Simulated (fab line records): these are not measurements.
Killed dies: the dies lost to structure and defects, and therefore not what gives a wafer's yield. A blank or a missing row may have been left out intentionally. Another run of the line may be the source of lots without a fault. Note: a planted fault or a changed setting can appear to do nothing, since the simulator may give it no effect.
A struck lot beside a sound one / flow sky130 / 14 steps out of a route of 708
Sound: wafers L702.3, L702.4, L702.5. Struck: wafers L698.1, L698.2, L698.4. The cause is named last.
Each step with rows lists, per side, the tool, then ch with its chambers, then its first start. Under that, the readings that differ: sound wafers / struck wafers / difference of the means / sigmas: that difference in standard deviations of wafers without a fault.
alike: same words and numbers on both sides, and readings whose means sit less than 2 such deviations apart. not compared: any withheld reading, any reading some wafer has no value for, any bound like >300 that may hide the same value, and any number with overlapping values for which the record gives no deviation.
The two part at a step that has a row with sigmas, a row that says differs or no value, or rows on one side only. Numbers that have no deviation but don't overlap get no sigmas and don't part them. A reading that every wafer of one side lacks parts them only if that side has two wafers or more.

SKY_POLY_GATE_ETCH_17: etches poly-Si in HBr/Cl2, stops on SiO2, target depth 180 nm, time 70.5 s.
  sound on rieSi-01 ch 0,2, day 23 20:10; struck on rieSi-01 ch 1,2,3, day 22 08:55
  alike: drypumpMotorCurrentA, oesProductAu, throttleValvePct
  not compared: rfHoursCounterH
SKY_POLY_GATE_STRIP_18: strips in O2/N2.
  sound on plasmaAsher-04 ch 0,1, day 23 20:16; struck on plasmaAsher-03 ch 0,1, day 22 08:59
  alike: drypumpMotorCurrentA, oesProductAu, stripTimeToEndpointS
  not compared: rfHoursCounterH
then, 2 steps without rows for these wafers: SKY_POLY_GATE_CLEAN_19 (cleans in SC1/SC2, time 150 s); SKY_POLY_GATE_OXIDATION_20 (stabilise 600 s, purge 300 s, target thk 4 nm).
SKY_POLY_GATE_THK_MEAS_21:
  sound: filmMetro-02 at day 23 22:25; struck: filmMetro-04 at day 22 10:23
  alike: POLY_GATE_OXIDATION_THK
SKY_POLY_GATE_CD_MEAS_22:
  sound: cdSem-01 at day 23 22:31; struck: cdSem-01 at day 22 10:26
  alike: cdNm
then, 6 steps without rows for these wafers: SKY_LDD_N_DEHYDRATE_00 (time 60 s); SKY_LDD_N_HMDS_01 (prime time 60 s); SKY_LDD_N_COAT_02 (resist thk 300 nm); SKY_LDD_N_SOFTBAKE_03 (time 60 s); SKY_LDD_N_EXPOSE_04 (exposes mask NTM, target cd 840 nm); SKY_LDD_N_PEB_05.
SKY_LDD_N_DEVELOP_06: develop time 60 s.
  struck on lithoTrack-04, day 23 16:32; sound on lithoTrack-02 ch 0, day 25 04:08
  no value came back on the struck wafers for chillPlateTempC (C), developTimeS (s), developerTempC (C); on the sound wafers chillPlateTempC (C) reads 22.88 23.07 23.15
SKY_LDD_N_OVL_MEAS_07:
  sound: overlay-02 at day 25 04:15; struck: overlay-02 at day 23 16:41
reading=LDD_N_OVL (nm); sound=1.7 2.0 2.0; struck=- - -; difference=no value on the struck wafers; sigmas=

== WHERE THEY PART ==
Earliest at SKY_LDD_N_DEVELOP_06; latest, in this record, at SKY_LDD_N_OVL_MEAS_07.

WHY: the cause the simulator had injected
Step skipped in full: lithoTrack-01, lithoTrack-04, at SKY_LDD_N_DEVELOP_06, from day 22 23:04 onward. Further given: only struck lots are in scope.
